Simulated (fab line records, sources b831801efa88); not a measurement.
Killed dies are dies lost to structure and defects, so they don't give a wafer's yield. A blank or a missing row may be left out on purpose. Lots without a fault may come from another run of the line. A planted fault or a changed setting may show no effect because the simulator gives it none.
Which tool did it? | flow sky130 | 24 lots, 72 wafers sampled, at 6 steps of a route of 708

WHAT THE GAUGES READ, wafer by wafer
SKY_VIA2_CD_MEAS_12: target cd 200 nm.
lot  | measured     | on        | cd_nm (nm)
L074 | day 36 08:49 | cd_sem-01 | 199.4 199.3 199.6
L075 | day 37 04:10 | cd_sem-01 | 198.5 196.8 198.6
L076 | day 37 09:52 | cd_sem-01 | 203.4 203.5 202.4
L077 | day 37 12:01 | cd_sem-02 | 198.1 198.1 198.6
L078 | day 37 19:31 | cd_sem-01 | 199.9 198.5 198.0
L079 | day 38 06:08 | cd_sem-01 | 203.3 202.0 200.9
L080 | day 38 08:07 | cd_sem-02 | 198.3 199.9 199.7
L081 | day 38 20:05 | cd_sem-01 | 200.5 201.7 199.3
L082 | day 39 07:05 | cd_sem-01 | 200.6 199.7 200.0
L083 | day 39 07:25 | cd_sem-02 | 198.3 199.3 199.5
L084 | day 39 15:34 | cd_sem-01 | 199.6 198.5 200.8
L085 | day 39 23:58 | cd_sem-01 | 199.2 199.7 199.8
L086 | day 40 07:11 | cd_sem-02 | 201.5 200.2 201.6
L087 | day 40 12:59 | cd_sem-01 | 202.3 201.7 203.0
L088 | day 40 21:07 | cd_sem-01 | 200.1 200.9 200.5
L089 | day 41 08:08 | cd_sem-01 | 200.3 201.4 200.6
L090 | day 41 11:37 | cd_sem-02 | 200.6 201.2 202.6
L091 | day 41 16:59 | cd_sem-01 | 198.1 199.4 199.7
L092 | day 41 22:13 | cd_sem-01 | 197.1 199.0 197.6
L093 | day 42 00:53 | cd_sem-01 | 201.5 201.0 199.9
L094 | day 42 08:07 | cd_sem-02 | 201.5 198.6 199.2
L095 | day 42 13:16 | cd_sem-01 | 201.7 199.8 201.2
L096 | day 42 18:43 | cd_sem-02 | 201.8 201.4 199.9
L097 | day 43 04:04 | cd_sem-01 | 199.8 199.7 199.1

WHICH TOOL RAN EACH LOT (tool, then ch and the chambers of the sampled wafers, then the start)
lot  | SKY_RES_PROTECT_STRIP_07             | SKY_POLY_CUT_ETCH_11               | SKY_LI_CONTACT_CMP_02         | SKY_CONTACT_CVD_00              | SKY_CONTACT_SPUTTER_23
L074 | plasma_asher-03 ch 0,1, day 15 05:01 | rie_diel-04 ch 0,2,3, day 24 06:49 | cmp-01 ch 0,1,2, day 28 00:54 | pecvd-02 ch 0,1,2, day 30 11:50 | pvd_sputter-03, day 31 16:46
L075 | plasma_asher-01 ch 0,1, day 15 17:24 | rie_diel-03 ch 0,1, day 25 06:07   | cmp-01 ch 0,2, day 28 23:16   | pecvd-02 ch 0,1, day 31 09:04   | pvd_sputter-04, day 32 13:33
L076 | plasma_asher-01 ch 0,1, day 16 05:10 | rie_diel-02 ch 0,1,3, day 25 10:18 | cmp-02 ch 0,1,3, day 29 04:02 | pecvd-04 ch 1,2, day 31 14:44   | pvd_sputter-04, day 32 20:03
L077 | plasma_asher-01 ch 0,1, day 16 08:33 | rie_diel-03 ch 1,2, day 25 14:29   | cmp-02 ch 0,1,3, day 29 06:58 | pecvd-02 ch 0,1,2, day 31 17:38 | pvd_sputter-03, day 32 22:44
L078 | plasma_asher-02 ch 0,1, day 16 19:07 | rie_diel-04 ch 0,1,3, day 26 00:58 | cmp-01 ch 0,2,3, day 29 16:36 | pecvd-01 ch 0,1,2, day 32 02:08 | pvd_sputter-04, day 33 06:39
L079 | plasma_asher-03 ch 0,1, day 17 07:19 | rie_diel-02 ch 2,3, day 26 12:10   | cmp-02 ch 2,3, day 30 03:32   | pecvd-01 ch 0,1,2, day 32 12:23 | pvd_sputter-02, day 33 16:33
L080 | plasma_asher-03 ch 0,1, day 17 09:52 | rie_diel-03 ch 2,3, day 26 14:07   | cmp-02 ch 0,1,3, day 30 06:03 | pecvd-04 ch 0,1, day 32 15:26   | pvd_sputter-03, day 33 19:45
L081 | plasma_asher-03 ch 0,1, day 18 00:55 | rie_diel-03 ch 1,2,3, day 27 03:40 | cmp-01 ch 1,2,3, day 30 18:27 | pecvd-02 ch 1,2, day 33 02:23   | pvd_sputter-03, day 34 06:33
L082 | plasma_asher-02 ch 0,1, day 18 08:46 | rie_diel-04 ch 0,2,3, day 27 16:40 | cmp-02 ch 0,1,3, day 31 06:27 | pecvd-01 ch 0,1, day 33 15:08   | pvd_sputter-03, day 34 19:30
L083 | plasma_asher-01 ch 0,1, day 18 14:13 | rie_diel-03 ch 0,2, day 27 18:22   | cmp-02 ch 0,1,3, day 31 07:38 | pecvd-04 ch 0,1, day 33 16:11   | pvd_sputter-02, day 34 20:35
L084 | plasma_asher-03 ch 0,1, day 19 00:37 | rie_diel-02 ch 1,2, day 28 03:01   | cmp-01 ch 1,2,3, day 31 16:32 | pecvd-01 ch 2, day 34 00:47     | pvd_sputter-04, day 35 04:14
L085 | plasma_asher-02 ch 0,1, day 19 09:01 | rie_diel-03 ch 2,3, day 28 13:52   | cmp-01 ch 2,3, day 32 02:39   | pecvd-04 ch 1,2, day 34 10:30   | pvd_sputter-03, day 35 14:15
L086 | plasma_asher-02 ch 0,1, day 19 20:46 | rie_diel-04 ch 1,2, day 28 21:55   | cmp-01 ch 0,3, day 32 10:12   | pecvd-04 ch 0,1,2, day 34 18:05 | pvd_sputter-04, day 35 21:10
L087 | plasma_asher-03 ch 0,1, day 20 02:10 | rie_diel-02 ch 0,2, day 29 03:19   | cmp-02 ch 1,2, day 32 15:23   | pecvd-02 ch 1,2, day 34 22:54   | pvd_sputter-04, day 36 02:51
L088 | plasma_asher-02 ch 0,1, day 20 09:52 | rie_diel-02 ch 0,1,3, day 29 10:25 | cmp-02 ch 0,1,2, day 32 22:53 | pecvd-04 ch 0,1,2, day 35 06:56 | pvd_sputter-02, day 36 10:03
L089 | plasma_asher-02 ch 0,1, day 20 19:58 | rie_diel-03 ch 0,1,2, day 30 00:37 | cmp-02 ch 0,1,2, day 33 11:18 | pecvd-02 ch 0,2, day 35 19:25   | pvd_sputter-03, day 36 22:32
L090 | plasma_asher-01 ch 0,1, day 21 00:30 | rie_diel-02 ch 1,2, day 30 03:19   | cmp-02 ch 0,2,3, day 33 15:11 | pecvd-02 ch 0,1, day 35 23:07   | pvd_sputter-04, day 37 02:00
L091 | plasma_asher-02 ch 0,1, day 21 12:52 | rie_diel-04 ch 0,1,3, day 30 10:46 | cmp-02 ch 0,1,2, day 33 21:33 | pecvd-01 ch 0,2, day 36 03:47   | pvd_sputter-04, day 37 06:59
L092 | plasma_asher-03 ch 0,1, day 21 21:07 | rie_diel-02 ch 0,1,3, day 30 15:07 | cmp-02 ch 0,1,3, day 34 01:53 | pecvd-04 ch 0,2, day 36 09:07   | pvd_sputter-04, day 37 12:17
L093 | plasma_asher-02 ch 0,1, day 22 00:12 | rie_diel-03 ch 1,2, day 30 20:07   | cmp-01 ch 0,1,2, day 34 06:39 | pecvd-02 ch 0,1,2, day 36 12:59 | pvd_sputter-04, day 37 15:49
L094 | plasma_asher-01 ch 0,1, day 22 10:28 | rie_diel-03 ch 0,3, day 31 04:01   | cmp-01 ch 1,2,3, day 34 13:42 | pecvd-04 ch 0,1,2, day 36 20:14 | pvd_sputter-02, day 37 23:38
L095 | plasma_asher-03 ch 0,1, day 22 16:04 | rie_diel-03 ch 0,2,3, day 31 11:25 | cmp-01 ch 0,1,2, day 34 20:34 | pecvd-01 ch 0,1,2, day 37 03:13 | pvd_sputter-03, day 38 05:19
L096 | plasma_asher-01 ch 0,1, day 22 23:50 | rie_diel-03 ch 1,2, day 31 17:13   | cmp-01 ch 0,1,2, day 35 02:23 | pecvd-02 ch 0,2, day 37 07:34   | pvd_sputter-04, day 38 10:28
L097 | plasma_asher-03 ch 0,1, day 23 11:39 | rie_diel-02 ch 0,2,3, day 32 02:43 | cmp-02 ch 1,2,3, day 35 10:50 | pecvd-04 ch 0,1, day 37 17:16   | pvd_sputter-04, day 38 20:18
- SKY_RES_PROTECT_STRIP_07: strips in O2/N2.
- SKY_POLY_CUT_ETCH_11: etches Si3N4 in CF4/CH2F2/Ar, stops on poly-Si, time 42.5 s, target depth 60 nm.
- SKY_LI_CONTACT_CMP_02: polishes PSG.
- SKY_CONTACT_CVD_00: deposits Si3N4, target thk 75 nm.
- SKY_CONTACT_SPUTTER_23: material TiN, target thk 20 nm, time 80 s.

WHAT THE TOOLS THEMSELVES READ (means of the sampled wafers that have a number; where no wafer has one, the mark that the record gives instead)
SKY_RES_PROTECT_STRIP_07.
lot  | tool            | drypump_motor_current_A (A) | oes_product_au (a.u.) | strip_time_to_endpoint_s (s)
L074 | plasma_asher-03 | 5.3                         | 0.515                 | 23.45
L075 | plasma_asher-01 | 5.7                         | 0.516                 | 23.50
L076 | plasma_asher-01 | 6.1                         | 0.508                 | 23.47
L077 | plasma_asher-01 | 6.1                         | 0.512                 | 23.46
L078 | plasma_asher-02 | 5.8                         | 0.516                 | 23.43
L079 | plasma_asher-03 | 5.4                         | 0.517                 | 23.44
L080 | plasma_asher-03 | 5.3                         | 0.520                 | 23.44
L081 | plasma_asher-03 | 5.4                         | 0.518                 | 23.52
L082 | plasma_asher-02 | 5.8                         | 0.518                 | 23.43
L083 | plasma_asher-01 | 5.7                         | 0.516                 | 23.44
L084 | plasma_asher-03 | 5.4                         | 0.513                 | 23.48
L085 | plasma_asher-02 | 5.8                         | 0.514                 | 23.48
L086 | plasma_asher-02 | 5.6                         | 0.511                 | 23.41
L087 | plasma_asher-03 | 5.4                         | 0.515                 | 23.53
L088 | plasma_asher-02 | 5.6                         | 0.513                 | 23.44
L089 | plasma_asher-02 | 5.6                         | 0.516                 | 23.50
L090 | plasma_asher-01 | 6.1                         | 0.518                 | 23.47
L091 | plasma_asher-02 | 5.8                         | 0.516                 | 23.47
L092 | plasma_asher-03 | 5.4                         | 0.517                 | 23.46
L093 | plasma_asher-02 | 5.8                         | 0.518                 | 23.40
L094 | plasma_asher-01 | 5.7                         | 0.514                 | 23.44
L095 | plasma_asher-03 | 5.3                         | 0.514                 | 23.53
L096 | plasma_asher-01 | 5.7                         | 0.518                 | 23.48
L097 | plasma_asher-03 | 5.4                         | 0.517                 | 23.37

SKY_POLY_CUT_ETCH_11.
lot  | tool        | ch2f2_flow_sccm (sccm) | drypump_motor_current_A (A) | oes_product_au (a.u.) | rf_fwd_power_W (W) | throttle_valve_pct (%)
L074 | rie_diel-04 | 20.02                  | 6.0                         | 0.828                 | 594                | 14.998
L075 | rie_diel-03 | 20.02                  | 5.7                         | 0.838                 | 593                | 14.993
L076 | rie_diel-02 | 19.99                  | 5.7                         | 0.823                 | 592                | 14.999
L077 | rie_diel-03 | 19.92                  | 5.9                         | 0.828                 | 594                | 15.000
L078 | rie_diel-04 | 20.01                  | 5.9                         | 0.826                 | 594                | 14.994
L079 | rie_diel-02 | 19.93                  | 5.8                         | 0.835                 | 593                | 15.008
L080 | rie_diel-03 | 20.00                  | 5.7                         | 0.835                 | 591                | 14.998
L081 | rie_diel-03 | 20.04                  | 5.8                         | 0.832                 | 594                | 14.989
L082 | rie_diel-04 | 19.99                  | 6.0                         | 0.833                 | 592                | 14.992
L083 | rie_diel-03 | 19.93                  | 5.6                         | 0.835                 | 594                | 14.993
L084 | rie_diel-02 | 19.95                  | 6.4                         | 0.835                 | 597                | 15.007
L085 | rie_diel-03 | 20.00                  | 5.6                         | 0.829                 | 594                | 14.986
L086 | rie_diel-04 | 20.03                  | 5.9                         | 0.839                 | 590                | 15.003
L087 | rie_diel-02 | 20.00                  | 6.0                         | 0.826                 | 596                | 14.996
L088 | rie_diel-02 | 19.98                  | 5.6                         | 0.833                 | 593                | 14.991
L089 | rie_diel-03 | 19.94                  | 5.8                         | 0.821                 | 594                | 15.006
L090 | rie_diel-02 | 20.05                  | 6.4                         | 0.828                 | 596                | 14.984
L091 | rie_diel-04 | 19.96                  | 5.9                         | 0.836                 | 593                | 14.989
L092 | rie_diel-02 | 20.00                  | 5.6                         | 0.821                 | 594                | 14.988
L093 | rie_diel-03 | 19.99                  | 5.7                         | 0.839                 | 593                | 14.996
L094 | rie_diel-03 | 20.01                  | 5.8                         | 0.841                 | 594                | 15.002
L095 | rie_diel-03 | 19.98                  | 5.7                         | 0.834                 | 593                | 15.004
L096 | rie_diel-03 | 19.99                  | 5.7                         | 0.829                 | 593                | 15.002
L097 | rie_diel-02 | 20.00                  | 5.6                         | 0.834                 | 592                | 14.984

SKY_LI_CONTACT_CMP_02.
lot  | tool   | motor_current_A (A) | time_to_endpoint_s (s)
L074 | cmp-01 | 13.0                | 34.0
L075 | cmp-01 | 13.0                | 32.9
L076 | cmp-02 | 11.6                | 35.6
L077 | cmp-02 | 11.6                | 34.5
L078 | cmp-01 | 13.3                | 31.4
L079 | cmp-02 | 11.8                | 35.1
L080 | cmp-02 | 11.6                | 36.1
L081 | cmp-01 | 12.9                | 33.4
L082 | cmp-02 | 11.7                | 34.2
L083 | cmp-02 | 11.7                | 29.7
L084 | cmp-01 | 12.7                | 32.3
L085 | cmp-01 | 12.7                | 34.8
L086 | cmp-01 | 13.1                | 35.4
L087 | cmp-02 | 11.9                | 33.6
L088 | cmp-02 | 11.5                | 33.7
L089 | cmp-02 | 11.1                | 33.5
L090 | cmp-02 | 11.0                | 35.1
L091 | cmp-02 | 11.3                | 31.5
L092 | cmp-02 | 11.5                | 31.6
L093 | cmp-01 | 12.6                | 30.0
L094 | cmp-01 | 12.5                | 29.4
L095 | cmp-01 | 13.1                | 29.9
L096 | cmp-01 | 12.8                | 30.9
L097 | cmp-02 | 11.4                | 30.3

SKY_CONTACT_CVD_00.
lot  | tool     | heater_power_w (W) | rf_fwd_power_W (W)
L074 | pecvd-02 | 625                | 445.7
L075 | pecvd-02 | 689                | 444.2
L076 | pecvd-04 | 754                | 442.1
L077 | pecvd-02 | 677                | 443.6
L078 | pecvd-01 | 605                | 443.9
L079 | pecvd-01 | 635                | 442.5
L080 | pecvd-04 | 745                | 442.1
L081 | pecvd-02 | 657                | 443.3
L082 | pecvd-01 | 696                | 446.0
L083 | pecvd-04 | 666                | 440.6
L084 | pecvd-01 | 520                | 442.9
L085 | pecvd-04 | 785                | 443.1
L086 | pecvd-04 | 669                | 444.1
L087 | pecvd-02 | 617                | 444.0
L088 | pecvd-04 | 725                | 441.9
L089 | pecvd-02 | 594                | 445.7
L090 | pecvd-02 | 715                | 444.7
L091 | pecvd-01 | 573                | 443.8
L092 | pecvd-04 | 713                | 443.7
L093 | pecvd-02 | 685                | 445.0
L094 | pecvd-04 | 712                | 441.8
L095 | pecvd-01 | 625                | 444.4
L096 | pecvd-02 | 670                | 445.8
L097 | pecvd-04 | 645                | 442.7

SKY_CONTACT_SPUTTER_23.
lot  | tool           | throttle_valve_pct (%)
L074 | pvd_sputter-03 | 29.2
L075 | pvd_sputter-04 | 29.9
L076 | pvd_sputter-04 | 30.3
L077 | pvd_sputter-03 | 29.7
L078 | pvd_sputter-04 | 29.9
L079 | pvd_sputter-02 | 29.1
L080 | pvd_sputter-03 | 29.3
L081 | pvd_sputter-03 | 29.1
L082 | pvd_sputter-03 | 29.3
L083 | pvd_sputter-02 | 29.2
L084 | pvd_sputter-04 | 30.0
L085 | pvd_sputter-03 | 29.3
L086 | pvd_sputter-04 | 30.9
L087 | pvd_sputter-04 | 31.3
L088 | pvd_sputter-02 | 29.8
L089 | pvd_sputter-03 | 29.1
L090 | pvd_sputter-04 | 30.6
L091 | pvd_sputter-04 | 30.1
L092 | pvd_sputter-04 | 30.5
L093 | pvd_sputter-04 | 30.7
L094 | pvd_sputter-02 | 29.7
L095 | pvd_sputter-03 | 29.4
L096 | pvd_sputter-04 | 30.8
L097 | pvd_sputter-04 | 29.8

THE ANSWER, worked out from the rows above alone
Rule: what is usual is taken from the lots themselves. Put in order of their means at a reading, lots are off if they are a third of the lots or fewer, leave a main group of 4 or more, and stand apart from it by a gap of 3 or more times the standard deviation of the main group's means; of several such gaps the widest counts. A main group whose means are all the same, to the digits that the tables above print for the reading, isn't used. A lot without any number at a reading at which 4 lots or more have one is off too. The other lots that the step has rows for count as sound. The gauges are gone through in route order, then the tools' own readings, and for those a lot's mean is taken as printed above. The first step at which some lot is off is used, and at that step the reading that is off furthest; a lot without a number counts as furthest.
No lot is off at any reading shown: from this, nothing can be told.

WHAT THE SIMULATOR HAD PUT IN
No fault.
